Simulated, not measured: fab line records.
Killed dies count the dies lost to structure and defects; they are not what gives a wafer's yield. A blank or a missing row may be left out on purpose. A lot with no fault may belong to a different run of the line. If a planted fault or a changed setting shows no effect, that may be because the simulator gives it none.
Matching of chambers || flow sky130 || SKY_PASSIVATION_CVD_00 on pecvd-04: 3 sister chambers
The step deposits SiO2, target thk 90 nm. 3 wafers are shown with their chamber, then 10 later ones without.

## WAFERS, EACH WITH ITS CHAMBER
{"wafer": "L087.2", "chamber": 2, "heater power w (W)": 658}
{"wafer": "L088.1", "chamber": 1, "heater power w (W)": 677}
{"wafer": "L088.3", "chamber": 0, "heater power w (W)": 572}

## WAFERS MISSING THEIR CHAMBER
{"wafer": "L088.4", "heater power w (W)": 695}
{"wafer": "L090.2", "heater power w (W)": 683}
{"wafer": "L090.4", "heater power w (W)": 585}
{"wafer": "L090.6", "heater power w (W)": 672}
{"wafer": "L096.1", "heater power w (W)": 598}
{"wafer": "L096.2", "heater power w (W)": 559}
{"wafer": "L096.4", "heater power w (W)": 628}
{"wafer": "L097.1", "heater power w (W)": 659}
{"wafer": "L097.4", "heater power w (W)": 498}
{"wafer": "L097.6", "heater power w (W)": 677}

## THE CHAMBER EACH PASSED THROUGH
{"wafer": "L088.4", "from the rows above": "can't be placed: 1 or 2", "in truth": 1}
{"wafer": "L090.2", "from the rows above": "can't be placed: 1 or 2", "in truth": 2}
{"wafer": "L090.4", "from the rows above": 0, "in truth": 0}
{"wafer": "L090.6", "from the rows above": "can't be placed: 1 or 2", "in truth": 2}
{"wafer": "L096.1", "from the rows above": "can't be placed: 0 or 2 or 1", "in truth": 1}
{"wafer": "L096.2", "from the rows above": 0, "in truth": 0}
{"wafer": "L096.4", "from the rows above": "can't be placed: 2 or 1 or 0", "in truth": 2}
{"wafer": "L097.1", "from the rows above": "can't be placed: 2 or 1", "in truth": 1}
{"wafer": "L097.4", "from the rows above": 0, "in truth": 0}
{"wafer": "L097.6", "from the rows above": "can't be placed: 1 or 2", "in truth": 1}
Correct placement for 3 of the 10. Unplaceable from these rows: 7, with the true chamber sitting among the candidates in 7. Number placed wrongly: 0.
How it was worked out, from the rows above alone: a wafer's distance from a chamber is the root of the sum, over the readings, of the square of ((its reading less the chamber's mean) divided by the reading's scatter). The wafer belongs to the nearest chamber; if the next one is less than 2 further off, it can't be placed. For every chamber, the mean is computed from those of its wafers that are shown. The scatter (one wafer shown for each chamber): square how far every hidden wafer sits from the nearest shown wafer, average those squares and take the square root.
